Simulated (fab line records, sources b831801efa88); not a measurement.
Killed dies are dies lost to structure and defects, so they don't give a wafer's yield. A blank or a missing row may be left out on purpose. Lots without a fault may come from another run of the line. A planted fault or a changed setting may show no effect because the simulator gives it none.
Chamber matching | flow gf180mcu | GF_SAB_ETCH_11 on rie_diel-02: 4 sister chambers
The step etches SiO2 in C4F8/O2/Ar, target depth 55 nm, time 8.5 s. 4 wafers are shown with their chamber, then 7 later ones without.

WAFERS WITH THEIR CHAMBER
wafer  | chamber | oes_product_au (a.u.)
L883.5 | 0       | 0.992
L887.4 | 3       | 0.995
L888.1 | 2       | 1.010
L888.3 | 1       | 0.999

WAFERS WITHOUT THEIR CHAMBER
wafer  | oes_product_au (a.u.)
L888.5 | 0.983
L890.3 | 1.009
L890.4 | 0.979
L890.5 | 0.980
L892.1 | 0.996
L892.4 | 1.004
L892.6 | 1.003

WHICH CHAMBER EACH WENT THROUGH
wafer  | from the rows above               | in truth
L888.5 | can't be placed: 0 or 3 or 1      | 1
L890.3 | can't be placed: 2 or 1 or 3      | 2
L890.4 | can't be placed: 0 or 3 or 1      | 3
L890.5 | can't be placed: 0 or 3 or 1      | 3
L892.1 | can't be placed: 3 or 1 or 0 or 2 | 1
L892.4 | can't be placed: 1 or 2 or 3 or 0 | 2
L892.6 | can't be placed: 1 or 2 or 3 or 0 | 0
Placed correctly: 0 of 7. Can't be placed from these rows: 7 (the true chamber is among the candidates in 7). Placed wrongly: 0.
How it was worked out, from the rows above alone: a wafer's distance from a chamber is the root of the sum, over the readings, of the square of ((its reading less the chamber's mean) divided by the reading's scatter). The wafer belongs to the nearest chamber; if the next one is less than 2 further off, it can't be placed. A chamber's mean is the mean of its shown wafers. The scatter: with one shown wafer a chamber, the root of the mean of the squares of how far each hidden wafer lies from its nearest shown one.
